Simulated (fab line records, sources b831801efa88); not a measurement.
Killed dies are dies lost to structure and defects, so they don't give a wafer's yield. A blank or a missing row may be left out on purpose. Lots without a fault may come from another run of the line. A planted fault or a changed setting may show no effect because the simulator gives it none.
Which tool did it? | flow gf180mcu | 7 lots, 20 wafers sampled, at 3 steps of a route of 602

WHAT THE GAUGES READ, wafer by wafer
GF_V5_THK_MEAS_25: measures by xrf.
lot  | measured     | on            | V5_W_THK (nm)
L990 | day 28 02:07 | film_metro-04 | 354 356 357
L994 | day 29 09:29 | film_metro-03 | 359 358 361
L996 | day 30 00:16 | film_metro-03 | 350 355
L105 | day 32 12:14 | film_metro-04 | 351 352 353
L107 | day 32 20:28 | film_metro-01 | 360 357 358
L109 | day 33 07:49 | film_metro-01 | 361 357 364
L111 | day 33 21:43 | film_metro-01 | 362 361 364

WHICH TOOL RAN EACH LOT (tool, then ch and the chambers of the sampled wafers, then the start)
lot  | GF_V4_CVD_23                  | GF_V5_CVD_02
L990 | cvd_w-01 ch 0,1, day 25 06:36 | pecvd-03 ch 0,1,2, day 27 03:43
L994 | cvd_w-02 ch 0,1, day 26 17:24 | pecvd-01 ch 0,1,2, day 28 12:41
L996 | cvd_w-01 ch 0,1, day 27 09:44 | pecvd-01 ch 1,2, day 29 03:27
L105 | cvd_w-01 ch 0,1, day 30 01:51 | pecvd-02 ch 0,2, day 31 17:07
L107 | cvd_w-02 ch 0, day 30 12:20   | pecvd-03 ch 0,1,2, day 32 01:59
L109 | cvd_w-01 ch 1, day 30 23:31   | pecvd-03 ch 0,1,2, day 32 13:04
L111 | cvd_w-02 ch 0,1, day 31 15:29 | pecvd-02 ch 1,2, day 33 04:29
- GF_V4_CVD_23: deposits W, target thk 350 nm, time 104.9 s.
- GF_V5_CVD_02: deposits SiO2 from TEOS, target thk 1450 nm, time 163.28 s.

THE ANSWER, worked out from the rows above alone
Rule: what is usual is taken from the lots themselves. Put in order of their means at a reading, lots are off if they are a third of the lots or fewer, leave a main group of 4 or more, and stand apart from it by a gap of 3 or more times the standard deviation of the main group's means; of several such gaps the widest counts. A main group whose means are all the same, to the digits that the tables above print for the reading, isn't used. A lot without any number at a reading at which 4 lots or more have one is off too. The other lots that the step has rows for count as sound.
No lot is off at any reading shown: from this, nothing can be told.

WHAT THE SIMULATOR HAD PUT IN
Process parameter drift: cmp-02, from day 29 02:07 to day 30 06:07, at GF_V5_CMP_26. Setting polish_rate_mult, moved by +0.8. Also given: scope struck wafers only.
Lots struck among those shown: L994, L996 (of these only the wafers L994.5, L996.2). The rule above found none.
